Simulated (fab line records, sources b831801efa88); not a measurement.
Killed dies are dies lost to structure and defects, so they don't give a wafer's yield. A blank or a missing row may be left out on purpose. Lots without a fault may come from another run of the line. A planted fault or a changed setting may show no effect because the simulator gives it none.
Chamber matching | flow sky130 | SKY_PASSIVATION_CVD_00 on pecvd-02: 3 sister chambers
The step deposits SiO2, target thk 90 nm. 3 wafers are shown with their chamber, then 8 later ones without.

WAFERS WITH THEIR CHAMBER
wafer  | chamber | heater_power_w (W)
L090.4 | 0       | 644
L091.4 | 1       | 557
L093.3 | 2       | 664

WAFERS WITHOUT THEIR CHAMBER
wafer  | heater_power_w (W)
L093.4 | 593
L093.5 | 672
L097.1 | 669
L097.2 | 746
L097.3 | 672
L097.4 | 746
L097.5 | 656
L097.6 | 665

WHICH CHAMBER EACH WENT THROUGH
wafer  | from the rows above          | in truth
L093.4 | can't be placed: 1 or 0 or 2 | 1
L093.5 | can't be placed: 2 or 0      | 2
L097.1 | can't be placed: 2 or 0      | 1
L097.2 | can't be placed: 2 or 0      | 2
L097.3 | can't be placed: 2 or 0      | 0
L097.4 | can't be placed: 2 or 0      | 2
L097.5 | can't be placed: 2 or 0      | 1
L097.6 | can't be placed: 2 or 0      | 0
Placed correctly: 0 of 8. Can't be placed from these rows: 8 (the true chamber is among the candidates in 6). Placed wrongly: 0.
How it was worked out, from the rows above alone: a wafer's distance from a chamber is the root of the sum, over the readings, of the square of ((its reading less the chamber's mean) divided by the reading's scatter). The wafer belongs to the nearest chamber; if the next one is less than 2 further off, it can't be placed. A chamber's mean is the mean of its shown wafers. The scatter: with one shown wafer a chamber, the root of the mean of the squares of how far each hidden wafer lies from its nearest shown one.
